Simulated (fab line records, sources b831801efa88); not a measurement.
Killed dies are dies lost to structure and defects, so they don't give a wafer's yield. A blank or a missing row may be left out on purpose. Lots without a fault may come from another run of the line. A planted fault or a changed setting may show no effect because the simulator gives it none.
Which tool did it? | flow sky130 | 24 lots, 72 wafers sampled, at 6 steps of a route of 708

WHAT THE GAUGES READ, wafer by wafer
SKY_LDD_HVP_TW_MEAS_10. Usual: LDD_HVP_TW 458, standard deviation 3.6.
lot  | measured     | on            | LDD_HVP_TW  | flag
L074 | day 21 07:44 | film_metro-01 | 462 465 464 |
L075 | day 21 13:10 | film_metro-03 | 454 453 455 |
L076 | day 22 08:01 | film_metro-03 | 452 453 452 |
L077 | day 22 13:02 | film_metro-02 | 457 457 459 |
L078 | day 23 07:22 | film_metro-02 | 461 458 461 |
L079 | day 23 09:34 | film_metro-01 | 462 461 461 |
L080 | day 23 21:46 | film_metro-01 | 462 462 462 |
L081 | day 24 04:44 | film_metro-02 | 455 454 454 |
L082 | day 24 12:07 | film_metro-02 | 455 453 455 |
L083 | day 25 01:10 | film_metro-03 | 454 454 455 |
L084 | day 25 03:07 | film_metro-02 | 458 454 455 |
L085 | day 25 11:58 | film_metro-03 | 457 457 458 |
L086 | day 26 00:07 | film_metro-03 | 457 455 457 |
L087 | day 26 07:01 | film_metro-01 | 460 461 463 |
L088 | day 26 11:59 | film_metro-02 | 458 456 454 |
L089 | day 27 00:38 | film_metro-03 | 457 455 456 |
L090 | day 27 10:19 | film_metro-03 | 453 453 453 |
L091 | day 27 21:44 | film_metro-02 | 459 456 455 |
L093 | day 28 14:41 | film_metro-01 | 461 461 465 |
L092 | day 28 15:32 | film_metro-03 | 458 457 456 |
L095 | day 28 18:40 | film_metro-02 | 454 456 455 |
L094 | day 29 01:44 | film_metro-01 | 462 461 463 |
L096 | day 29 05:37 | film_metro-01 | 462 463 466 |
L097 | day 29 18:34 | film_metro-01 | 463 461 462 |

SKY_SD_N_TW_MEAS_12. Usual: SD_N_TW 4014, standard deviation 38.
lot  | measured     | on            | SD_N_TW        | flag
L074 | day 27 16:13 | film_metro-01 | 4015 4027 4024 |
L075 | day 27 20:47 | film_metro-02 | 3993 3996 3987 |
L076 | day 28 14:04 | film_metro-02 | 3988 3985 3971 |
L077 | day 28 18:40 | film_metro-04 | 4062 4032 4046 |
L078 | day 29 13:41 | film_metro-01 | 4043 4030 4040 |
L079 | day 29 15:16 | film_metro-01 | 4050 4045 4042 |
L080 | day 30 01:08 | film_metro-01 | 4039 4056 4047 |
L081 | day 30 06:43 | film_metro-01 | 4069 4060 4034 |
L082 | day 30 15:10 | film_metro-02 | 3982 3984 3977 |
L083 | day 31 02:05 | film_metro-04 | 4053 4067 4058 |
L084 | day 31 04:04 | film_metro-01 | 4074 4039 4040 |
L085 | day 31 11:20 | film_metro-02 | 3939 3945 3934 |
L086 | day 32 00:01 | film_metro-02 | 3963 3980 3996 |
L087 | day 32 06:16 | film_metro-04 | 4071 4073 4081 |
L088 | day 32 11:16 | film_metro-02 | 3990 3996 3983 |
L089 | day 32 19:04 | film_metro-04 | 4036 4042 4040 |
L090 | day 33 06:29 | film_metro-02 | 3999 3985 3980 |
L091 | day 33 18:04 | film_metro-02 | 3990 3993 3984 |
L093 | day 34 14:31 | film_metro-02 | 3954 3975 3976 |
L092 | day 34 13:43 | film_metro-01 | 4058 4069 4049 |
L095 | day 34 14:59 | film_metro-02 | 3999 3990 4002 |
L094 | day 34 18:10 | film_metro-02 | 4009 4006 3992 |
L096 | day 34 21:22 | film_metro-01 | 4052 4019 4027 |
L097 | day 35 09:20 | film_metro-02 | 3966 3983 3964 |

SKY_VIA1_CD_MEAS_12: target cd 150 nm. Usual: cd_nm 149.8 nm, standard deviation 1.9.
lot  | measured     | on        | cd_nm (nm)        | flag
L074 | day 33 17:51 | cd_sem-01 | 152.4 152.4 152.5 |
L075 | day 33 21:35 | cd_sem-01 | 151.0 150.0 150.0 |
L076 | day 34 17:14 | cd_sem-01 | 150.8 151.6 150.8 |
L077 | day 34 19:54 | cd_sem-01 | 146.0 147.2 146.5 |
L078 | day 35 09:42 | cd_sem-02 | 147.9 147.7 147.5 |
L079 | day 36 00:24 | cd_sem-01 | 149.7 149.4 150.4 |
L080 | day 36 00:49 | cd_sem-02 | 146.9 147.6 148.1 |
L081 | day 36 02:45 | cd_sem-01 | 148.8 149.6 149.0 |
L082 | day 36 07:56 | cd_sem-02 | 152.3 150.9 154.1 |
L083 | day 36 21:12 | cd_sem-02 | 148.1 148.6 147.4 |
L084 | day 36 22:17 | cd_sem-02 | 147.3 148.4 149.0 |
L085 | day 37 07:38 | cd_sem-01 | 153.8 151.3 150.6 |
L086 | day 37 17:39 | cd_sem-01 | 151.0 149.7 149.1 |
L087 | day 38 01:12 | cd_sem-02 | 147.5 148.6 148.9 |
L088 | day 38 04:16 | cd_sem-01 | 150.0 150.2 149.2 |
L089 | day 38 14:17 | cd_sem-01 | 150.8 150.2 150.1 |
L090 | day 38 23:41 | cd_sem-01 | 153.3 153.0 153.1 |
L091 | day 39 10:01 | cd_sem-01 | 151.3 148.9 151.1 |
L093 | day 40 05:21 | cd_sem-02 | 146.7 147.0 147.1 |
L092 | day 40 04:36 | cd_sem-02 | 152.1 150.4 152.1 |
L095 | day 40 06:56 | cd_sem-02 | 149.7 148.8 148.9 |
L094 | day 40 08:19 | cd_sem-01 | 150.9 150.6 150.3 |
L096 | day 40 13:27 | cd_sem-01 | 150.0 149.2 150.1 |
L097 | day 40 22:47 | cd_sem-01 | 151.9 150.7 151.8 |

WHICH TOOL RAN EACH LOT (tool, then ch and the chambers of the sampled wafers, then the start)
lot  | SKY_LDD_HVP_STRIP_09                 | SKY_POLY_CUT_ETCH_10               | SKY_CONTACT_CVD_24
L074 | plasma_asher-03 ch 0,1, day 21 07:38 | rie_diel-03 ch 0,2,3, day 23 22:58 | cvd_w-01 ch 0,1, day 31 10:08
L075 | plasma_asher-01 ch 0,1, day 21 13:04 | rie_diel-03 ch 0,1,3, day 24 04:05 | cvd_w-02 ch 0,1, day 31 13:32
L076 | plasma_asher-01 ch 0,1, day 22 07:55 | rie_diel-03 ch 1,3, day 24 22:46   | cvd_w-02 ch 0,1, day 32 10:28
L077 | plasma_asher-03 ch 0,1, day 22 12:56 | rie_diel-02 ch 0,2,3, day 25 03:25 | cvd_w-01 ch 0,1, day 32 12:47
L078 | plasma_asher-01 ch 0,1, day 23 07:16 | rie_diel-04 ch 1,2, day 25 22:05   | cvd_w-01 ch 0, day 33 04:12
L079 | plasma_asher-03 ch 0,1, day 23 09:28 | rie_diel-04 ch 0,1,2, day 26 00:20 | cvd_w-02 ch 1, day 33 17:11
L080 | plasma_asher-04 ch 0,1, day 23 21:37 | rie_diel-03 ch 0,1,3, day 26 10:50 | cvd_w-01 ch 0,1, day 33 18:02
L081 | plasma_asher-03 ch 0,1, day 24 04:38 | rie_diel-04 ch 0,2,3, day 26 17:05 | cvd_w-01 ch 0,1, day 33 20:05
L082 | plasma_asher-03 ch 0,1, day 24 12:01 | rie_diel-04 ch 0,1, day 27 02:05   | cvd_w-01 ch 0,1, day 34 01:29
L083 | plasma_asher-03 ch 0,1, day 25 01:04 | rie_diel-03 ch 0,2, day 27 13:41   | cvd_w-02 ch 0,1, day 34 15:08
L084 | plasma_asher-03 ch 0,1, day 25 03:01 | rie_diel-02 ch 0,1,2, day 27 15:34 | cvd_w-01 ch 0,1, day 34 16:04
L085 | plasma_asher-03 ch 0,1, day 25 11:52 | rie_diel-02 ch 0,1, day 27 23:26   | cvd_w-02 ch 0,1, day 35 00:43
L086 | plasma_asher-03 ch 0, day 26 00:01   | rie_diel-02 ch 1,2,3, day 28 13:20 | cvd_w-01 ch 0,1, day 35 11:04
L087 | plasma_asher-01 ch 0,1, day 26 06:55 | rie_diel-02 ch 1,2,3, day 28 19:47 | cvd_w-01 ch 0,1, day 35 19:05
L088 | plasma_asher-04 ch 0,1, day 26 11:52 | rie_diel-02 ch 0,2, day 29 00:58   | cvd_w-02 ch 0,1, day 35 22:15
L089 | plasma_asher-04 ch 0,1, day 27 00:32 | rie_diel-02 ch 0,3, day 29 11:44   | cvd_w-01 ch 0,1, day 36 08:11
L090 | plasma_asher-01 ch 0,1, day 27 10:13 | rie_diel-04 ch 0,2, day 29 22:29   | cvd_w-01 ch 0,1, day 36 18:35
L091 | plasma_asher-04 ch 0,1, day 27 21:39 | rie_diel-03 ch 2,3, day 30 08:59   | cvd_w-01 ch 0,1, day 37 04:43
L093 | plasma_asher-03 ch 0,1, day 28 14:35 | rie_diel-03 ch 0,1,2, day 31 06:22 | cvd_w-02 ch 0,1, day 38 01:31
L092 | plasma_asher-03 ch 0,1, day 28 15:25 | rie_diel-04 ch 0,3, day 31 06:01   | cvd_w-01 ch 0,1, day 38 01:10
L095 | plasma_asher-04 ch 0,1, day 28 18:34 | rie_diel-02 ch 0,2,3, day 31 06:53 | cvd_w-01 ch 0,1, day 38 03:47
L094 | plasma_asher-03 ch 0,1, day 29 01:37 | rie_diel-03 ch 0,1,3, day 31 10:37 | cvd_w-02 ch 0,1, day 38 04:52
L096 | plasma_asher-04 ch 0,1, day 29 05:31 | rie_diel-04 ch 0,1,2, day 31 13:05 | cvd_w-02 ch 0,1, day 38 09:58
L097 | plasma_asher-03 ch 0,1, day 29 18:28 | rie_diel-03 ch 1,2,3, day 32 02:26 | cvd_w-02 ch 0, day 38 19:47
- SKY_LDD_HVP_STRIP_09: strips in O2/N2.
- SKY_POLY_CUT_ETCH_10: etches BARC in N2/H2, stops on SiO2, time 45.9 s, target depth 60 nm.
- SKY_CONTACT_CVD_24: deposits W, target thk 340 nm, time 102.12 s.

WHAT THE TOOLS THEMSELVES READ (means of the sampled wafers that have a number; where no wafer has one, the mark that the record gives instead)
SKY_LDD_HVP_STRIP_09. Usual: drypump_motor_current_A 6.03 A, standard deviation 0.25; n2_flow_sccm 299.8 sccm, standard deviation 0.91; oes_product_au 0.408 a.u., standard deviation 0.0045; strip_time_to_endpoint_s 4.130 s, standard deviation 0.015.
lot  | tool            | drypump_motor_current_A (A) | n2_flow_sccm (sccm) | oes_product_au (a.u.) | strip_time_to_endpoint_s (s) | flag
L074 | plasma_asher-03 | 6.09                        | 300.0               | 0.406                 | 4.135                        |
L075 | plasma_asher-01 | 6.41                        | 299.7               | 0.406                 | 4.135                        |
L076 | plasma_asher-01 | 6.36                        | 299.3               | 0.411                 | 4.133                        |
L077 | plasma_asher-03 | 5.99                        | 300.1               | 0.407                 | 4.126                        |
L078 | plasma_asher-01 | 6.34                        | 299.7               | 0.409                 | 4.098                        |
L079 | plasma_asher-03 | 6.08                        | 299.3               | 0.411                 | 4.131                        |
L080 | plasma_asher-04 | 5.68                        | 300.3               | 0.405                 | 4.119                        |
L081 | plasma_asher-03 | 6.06                        | 299.8               | 0.409                 | 4.137                        |
L082 | plasma_asher-03 | 5.99                        | 299.0               | 0.408                 | 4.122                        |
L083 | plasma_asher-03 | 6.08                        | 300.0               | 0.412                 | 4.134                        |
L084 | plasma_asher-03 | 5.99                        | 300.3               | 0.411                 | 4.138                        |
L085 | plasma_asher-03 | 5.99                        | 299.6               | 0.407                 | 4.125                        |
L086 | plasma_asher-03 | 5.91                        | 299.1               | 0.414                 | 4.133                        |
L087 | plasma_asher-01 | 6.33                        | 300.1               | 0.408                 | 4.141                        |
L088 | plasma_asher-04 | 5.82                        | 299.7               | 0.405                 | 4.111                        |
L089 | plasma_asher-04 | 5.68                        | 300.2               | 0.406                 | 4.116                        |
L090 | plasma_asher-01 | 6.36                        | 299.5               | 0.409                 | 4.144                        |
L091 | plasma_asher-04 | 5.83                        | 299.5               | 0.406                 | 4.131                        |
L093 | plasma_asher-03 | 6.08                        | 299.5               | 0.411                 | 4.130                        |
L092 | plasma_asher-03 | 6.10                        | 299.9               | 0.408                 | 4.139                        |
L095 | plasma_asher-04 | 5.81                        | 299.3               | 0.410                 | 4.116                        |
L094 | plasma_asher-03 | 5.99                        | 298.9               | 0.411                 | 4.161                        |
L096 | plasma_asher-04 | 5.81                        | 299.8               | 0.404                 | 4.123                        |
L097 | plasma_asher-03 | 6.09                        | 300.7               | 0.410                 | 4.126                        |

SKY_POLY_CUT_ETCH_10. Usual: drypump_motor_current_A 5.9 A, standard deviation 0.31; n2_flow_sccm 100.02 sccm, standard deviation 0.28; oes_product_au 0.855 a.u., standard deviation 0.0045; throttle_valve_pct 13.225 %, standard deviation 0.0099.
lot  | tool        | drypump_motor_current_A (A) | n2_flow_sccm (sccm) | oes_product_au (a.u.) | throttle_valve_pct (%) | flag
L074 | rie_diel-03 | 6.1                         | 100.15              | 0.858                 | 13.219                 |
L075 | rie_diel-03 | 6.0                         | 99.98               | 0.855                 | 13.219                 |
L076 | rie_diel-03 | 6.1                         | 100.18              | 0.857                 | 13.216                 |
L077 | rie_diel-02 | 6.0                         | 99.91               | 0.853                 | 13.221                 |
L078 | rie_diel-04 | 5.9                         | 100.08              | 0.857                 | 13.221                 |
L079 | rie_diel-04 | 5.8                         | 99.85               | 0.858                 | 13.224                 |
L080 | rie_diel-03 | 6.0                         | 100.06              | 0.860                 | 13.227                 |
L081 | rie_diel-04 | 5.6                         | 99.90               | 0.853                 | 13.235                 |
L082 | rie_diel-04 | 5.8                         | 100.14              | 0.856                 | 13.224                 |
L083 | rie_diel-03 | 6.2                         | 99.57               | 0.857                 | 13.217                 |
L084 | rie_diel-02 | 5.8                         | 99.78               | 0.856                 | 13.223                 |
L085 | rie_diel-02 | 5.8                         | 99.80               | 0.854                 | 13.230                 |
L086 | rie_diel-02 | 6.0                         | 99.73               | 0.855                 | 13.222                 |
L087 | rie_diel-02 | 6.0                         | 100.11              | 0.853                 | 13.221                 |
L088 | rie_diel-02 | 5.8                         | 99.93               | 0.852                 | 13.227                 |
L089 | rie_diel-02 | 6.2                         | 100.20              | 0.856                 | 13.229                 |
L090 | rie_diel-04 | 5.8                         | 99.96               | 0.855                 | 13.223                 |
L091 | rie_diel-03 | 6.2                         | 100.04              | 0.849                 | 13.228                 |
L093 | rie_diel-03 | 6.2                         | 100.11              | 0.859                 | 13.224                 |
L092 | rie_diel-04 | 5.4                         | 100.26              | 0.856                 | 13.235                 |
L095 | rie_diel-02 | 6.0                         | 100.07              | 0.853                 | 13.224                 |
L094 | rie_diel-03 | 6.0                         | 100.27              | 0.857                 | 13.210                 |
L096 | rie_diel-04 | 5.7                         | 99.84               | 0.854                 | 13.228                 |
L097 | rie_diel-03 | 6.2                         | 99.91               | 0.856                 | 13.229                 |

SKY_CONTACT_CVD_24. Usual: heater_power_w 922 W, standard deviation 140; susceptor_temp_C 400.00 C, standard deviation 0.22.
lot  | tool     | heater_power_w (W) | susceptor_temp_C (C) | flag
L074 | cvd_w-01 | 993                | 399.90               |
L075 | cvd_w-02 | 818                | 399.96               |
L076 | cvd_w-02 | 901                | 400.09               |
L077 | cvd_w-01 | 916                | 399.77               |
L078 | cvd_w-01 | 828                | 400.21               |
L079 | cvd_w-02 | 728                | 400.09               |
L080 | cvd_w-01 | 916                | 399.95               |
L081 | cvd_w-01 | 1003               | 400.12               |
L082 | cvd_w-01 | 1022               | 399.99               |
L083 | cvd_w-02 | 909                | 400.00               |
L084 | cvd_w-01 | 1004               | 399.86               |
L085 | cvd_w-02 | 822                | 399.83               |
L086 | cvd_w-01 | 909                | 400.07               |
L087 | cvd_w-01 | 998                | 400.13               |
L088 | cvd_w-02 | 898                | 399.92               |
L089 | cvd_w-01 | 926                | 400.48               |
L090 | cvd_w-01 | 1006               | 400.10               |
L091 | cvd_w-01 | 1006               | 400.14               |
L093 | cvd_w-02 | 831                | 399.99               |
L092 | cvd_w-01 | 1006               | 400.06               |
L095 | cvd_w-01 | 1019               | 399.70               |
L094 | cvd_w-02 | 828                | 399.96               |
L096 | cvd_w-02 | 924                | 400.10               |
L097 | cvd_w-02 | 990                | 400.14               |

THE ANSWER, worked out from the rows above alone
Rule: a lot is off if the mean of its wafers that have a number lies more than 3 standard deviations from the usual mean. A lot without any number at a reading at which 4 lots or more have one is off too. The other lots that the step has rows for count as sound. The gauges are gone through in route order, then the tools' own readings, and for those a lot's mean is taken as printed above. The first step at which some lot is off is used, and at that step the reading that is off furthest; a lot without a number counts as furthest.
No lot is off at any reading shown: from this, nothing can be told.

WHAT THE SIMULATOR HAD PUT IN
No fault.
